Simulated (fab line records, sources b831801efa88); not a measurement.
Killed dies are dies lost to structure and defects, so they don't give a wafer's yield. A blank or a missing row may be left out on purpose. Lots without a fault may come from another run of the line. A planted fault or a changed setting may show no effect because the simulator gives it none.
Chamber matching | flow sky130 | SKY_VIA2_HDPCVD_00 on hdpcvd-02: 3 sister chambers
The step deposits SiO2, target thk 1180 nm, time 196.7 s. 3 wafers are shown with their chamber, then 7 later ones without.

WAFERS WITH THEIR CHAMBER
wafer  | chamber | run_length_s (s)
L410.4 | 2       | 225.2
L411.1 | 1       | 225.0
L411.2 | 0       | 224.7

WAFERS WITHOUT THEIR CHAMBER
wafer  | run_length_s (s)
L411.3 | 224.7
L412.4 | 225.4
L412.5 | 224.7
L412.6 | 224.3
L416.3 | 225.2
L416.5 | 224.6
L416.6 | 225.3

WHICH CHAMBER EACH WENT THROUGH
wafer  | from the rows above     | in truth
L411.3 | can't be placed: 0 or 1 | 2
L412.4 | can't be placed: 2 or 1 | 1
L412.5 | can't be placed: 0 or 1 | 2
L412.6 | can't be placed: 0 or 1 | 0
L416.3 | can't be placed: 2 or 1 | 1
L416.5 | can't be placed: 0 or 1 | 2
L416.6 | can't be placed: 2 or 1 | 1
Placed correctly: 0 of 7. Can't be placed from these rows: 7 (the true chamber is among the candidates in 4). Placed wrongly: 0.
How it was worked out, from the rows above alone: a wafer's distance from a chamber is the root of the sum, over the readings, of the square of ((its reading less the chamber's mean) divided by the reading's scatter). The wafer belongs to the nearest chamber; if the next one is less than 2 further off, it can't be placed. A chamber's mean is the mean of its shown wafers. The scatter: with one shown wafer a chamber, the root of the mean of the squares of how far each hidden wafer lies from its nearest shown one.
